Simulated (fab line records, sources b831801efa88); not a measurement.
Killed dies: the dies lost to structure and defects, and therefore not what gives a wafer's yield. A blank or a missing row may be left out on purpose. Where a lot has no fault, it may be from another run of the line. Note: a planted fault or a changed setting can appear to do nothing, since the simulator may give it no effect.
A lot that was struck, set against a sound lot + flow sky130 + 15 steps out of a route of 708
Sound: these wafers, L160.1, L160.4, L160.5. Wafers struck: L168.3, L168.4. The cause is named last.
Per side, at each step with rows, come the tool, then ch with its chambers, and then its first start. Under that, the readings that differ: sound wafers + struck wafers + difference of the means + sigmas: that difference in standard deviations of wafers without a fault.
alike: a reading whose means differ by less than 2 such deviations, as well as words and numbers matching on both sides. not compared: withheld readings; readings where some wafer has no value; bounds like >300 that might hide an equal value; numbers whose values overlap and for which the record gives no deviation.
A row with sigmas, a row that says differs or no value, or rows on one side alone: a step with any of these is where the two part. Numbers that have no deviation but don't overlap get no sigmas and don't part them. A reading that every wafer of one side lacks parts them only if that side has two wafers or more.

SKY_NWELL_RS_MEAS_29: the measuring method here is four-point-probe.
  struck on film_metro-01, day 8 12:52; sound on film_metro-01, day 6 16:10
  alike: NWELL_RS
SKY_NWELL_RS_MEAS_31: the measuring method here is four-point-probe.
  struck on film_metro-01, day 8 13:07; sound on film_metro-01, day 6 16:25
| reading          | sound          | struck    | difference | sigmas |
|------------------|----------------|-----------|------------|--------|
| PWDE_RS (ohm/sq) | 5325 5297 5287 | 5268 5270 | -34        | -2     |
then, 7 steps without rows for these wafers: SKY_VT_ADJUST_HVTP_DEHYDRATE_00 (time 60 s); SKY_VT_ADJUST_HVTP_HMDS_01 (prime time 60 s); SKY_VT_ADJUST_HVTP_COAT_02 (resist thk 1140 nm); SKY_VT_ADJUST_HVTP_SOFTBAKE_03 (time 60 s); SKY_VT_ADJUST_HVTP_EXPOSE_04 (exposes mask HVTPM, target cd 380 nm); SKY_VT_ADJUST_HVTP_PEB_05; SKY_VT_ADJUST_HVTP_DEVELOP_06 (develop time 60 s).
SKY_VT_ADJUST_HVTP_CD_MEAS_07 targets a cd of 380 nm.
  struck on cd_sem-02, day 9 09:55; sound on cd_sem-02, day 7 11:05
  alike: cd_nm
SKY_VT_ADJUST_HVTP_OVL_MEAS_08:
  struck on overlay-01, day 9 10:00; sound on overlay-01, day 7 11:12
| reading                 | sound       | struck  | difference | sigmas |
|-------------------------|-------------|---------|------------|--------|
| VT_ADJUST_HVTP_OVL (nm) | 2.5 4.9 3.5 | 0.3 0.6 | -3.2       | -3     |
SKY_VT_ADJUST_HVTP_IMPLANT_09:
  sound on implanter-03 ch 0, day 7 11:14; struck on implanter-03 ch 0, day 9 10:04
SKY_VT_ADJUST_HVTP_STRIP_10: strips in O2/N2.
  sound on plasma_asher-02 ch 0,1, day 7 11:23; struck on plasma_asher-03 ch 0,1, day 9 10:13
  alike: drypump_motor_current_A, o2_flow_sccm, oes_product_au, strip_time_to_endpoint_s
  not compared: rf_hours_counter_h
SKY_VT_ADJUST_HVTP_TW_MEAS_11:
  struck on film_metro-02, day 9 10:17; sound on film_metro-03, day 7 11:29
| reading           | sound          | struck    | difference | sigmas |
|-------------------|----------------|-----------|------------|--------|
| VT_ADJUST_HVTP_TW | 1369 1365 1373 | 1201 1202 | -168       | -14    |
then, 1 step without rows for these wafers: SKY_VT_ADJUST_LVTN_DEHYDRATE_00 (time 60 s).

WHERE THEY PART
Last at SKY_VT_ADJUST_HVTP_TW_MEAS_11 as far as this record goes, first at SKY_NWELL_RS_MEAS_31.

WHY: whatever the simulator had introduced
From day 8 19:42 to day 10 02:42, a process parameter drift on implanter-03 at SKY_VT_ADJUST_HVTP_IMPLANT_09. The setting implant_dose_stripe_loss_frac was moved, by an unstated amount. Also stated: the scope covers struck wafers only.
